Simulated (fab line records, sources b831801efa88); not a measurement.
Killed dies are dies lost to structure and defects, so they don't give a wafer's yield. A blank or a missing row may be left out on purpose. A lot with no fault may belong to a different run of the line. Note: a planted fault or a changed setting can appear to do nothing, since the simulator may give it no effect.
The tool behind it: which one? | flow sky130 | Sampling: 13 lots, 39 wafers, 3 of 708 route steps

WHAT THE GAUGES READ, wafer by wafer
SKY_VIA4_BOW_MEAS_03. Usual: VIA4_BOW 79 um, standard deviation 8.6.
lot  | measured     | on            | VIA4_BOW (um) | flag
L719 | day 41 09:26 | film metro-01 | 90 94 81      |
L718 | day 41 13:36 | film metro-04 | 79 85 82      |
L720 | day 42 03:52 | film metro-01 | 79 86 82      |
L724 | day 43 11:24 | film metro-04 | 80 81 77      |
L727 | day 44 08:57 | film metro-01 | 76 65 76      |
L732 | day 45 14:12 | film metro-01 | 74 74 78      |
L733 | day 45 15:54 | film metro-04 | 70 74 78      |
L734 | day 45 23:26 | film metro-04 | 76 88 68      |
L735 | day 46 05:23 | film metro-01 | 67 56 72      |
L739 | day 47 14:34 | film metro-03 | 86 78 69      |
L740 | day 47 15:35 | film metro-04 | 70 71 75      |
L738 | day 47 17:23 | film metro-01 | 87 79 85      |
L741 | day 47 21:01 | film metro-03 | 82 86 88      |

SKY_PASSIVATION_THK_MEAS_01. Usual: PASSIVATION_CVD_00_THK 89.9 nm, standard deviation 1.2.
lot  | measured     | on            | PASSIVATION_CVD_00_THK (nm) | flag
L719 | day 43 09:28 | film metro-01 | 90.1 90.2 92.5              |
L718 | day 43 14:21 | film metro-01 | 88.9 89.2 90.3              |
L720 | day 44 03:55 | film metro-01 | 89.7 90.3 89.9              |
L724 | day 45 08:50 | film metro-02 | 89.7 91.3 90.6              |
L727 | day 46 05:46 | film metro-03 | 89.2 90.7 90.0              |
L732 | day 47 08:04 | film metro-02 | 88.1 90.6 91.0              |
L733 | day 47 11:12 | film metro-01 | 89.5 90.3 90.9              |
L734 | day 47 17:39 | film metro-03 | 90.2 89.7 89.3              |
L735 | day 47 23:38 | film metro-03 | 89.6 90.1 92.2              |
L739 | day 49 05:25 | film metro-02 | 88.0 91.0 89.0              |
L740 | day 49 06:31 | film metro-03 | 87.0 89.4 90.1              |
L738 | day 49 07:51 | film metro-03 | 87.2 90.0 89.3              |
L741 | day 49 11:30 | film metro-02 | 86.4 86.9 89.4              |

WHICH TOOL RAN EACH LOT (tool, then ch and the chambers of the sampled wafers, then the start)
lot  | SKY_VIA4_ETCH_12
L719 | rie diel-03 ch 2,3, day 42 08:21
L718 | rie diel-03 ch 0,1,2, day 42 13:08
L720 | rie diel-04 ch 0,2,3, day 43 03:12
L724 | rie diel-03 ch 0,1,3, day 44 08:27
L727 | rie diel-04 ch 1,2,3, day 45 06:30
L732 | rie diel-04 ch 0,1, day 46 10:09
L733 | rie diel-04 ch 2,3, day 46 12:14
L734 | rie diel-01 ch 2,3, day 46 19:12
L735 | rie diel-04 ch 1,2,3, day 47 01:30
L739 | rie diel-03 ch 0,1, day 48 09:06
L740 | rie diel-04 ch 0,1, day 48 10:39
L738 | rie diel-04 ch 0,1, day 48 11:45
L741 | rie diel-01 ch 0,1,3, day 48 15:33
- SKY_VIA4_ETCH_12: etches SiO2 in C4F8/O2/Ar, stops on TiN, target depth 580 nm.

WHAT THE TOOLS THEMSELVES READ (means of the sampled wafers that have a number; where no wafer has one, the mark that the record gives instead)
SKY_VIA4_ETCH_12. Usual: bias w 1200 W, standard deviation 3.9; oes product au 0.926 a.u., standard deviation 0.0047.
lot  | tool        | bias w (W) | oes product au (a.u.) | flag
L719 | rie diel-03 | 1203       | 0.928                 |
L718 | rie diel-03 | 1205       | 0.927                 |
L720 | rie diel-04 | 1202       | 0.923                 |
L724 | rie diel-03 | 1199       | 0.924                 |
L727 | rie diel-04 | 1200       | 0.931                 |
L732 | rie diel-04 | 1200       | 0.926                 |
L733 | rie diel-04 | 1201       | 0.924                 |
L734 | rie diel-01 | 1203       | 0.926                 |
L735 | rie diel-04 | 1198       | 0.931                 |
L739 | rie diel-03 | 1201       | 0.920                 |
L740 | rie diel-04 | 1196       | 0.927                 |
L738 | rie diel-04 | 1200       | 0.927                 |
L741 | rie diel-01 | 1201       | 0.928                 |

THE ANSWER, worked out from the rows above alone
Rule: take the mean of a lot's wafers that have a number; if it is more than 3 standard deviations from the usual mean, the lot is off. Also off: a lot with no number at a reading for which 4 or more lots have one. Where the step has rows for the other lots, those lots are counted as sound. After the gauges, taken in route order, come the tools' own readings; for these a lot's mean is taken, as printed above. The first step at which some lot is off is used, and at that step the reading that is off furthest; a lot without a number counts as furthest.
Nothing can be told from this: no lot is off at any reading shown.

WHAT WAS PUT IN BY THE SIMULATOR
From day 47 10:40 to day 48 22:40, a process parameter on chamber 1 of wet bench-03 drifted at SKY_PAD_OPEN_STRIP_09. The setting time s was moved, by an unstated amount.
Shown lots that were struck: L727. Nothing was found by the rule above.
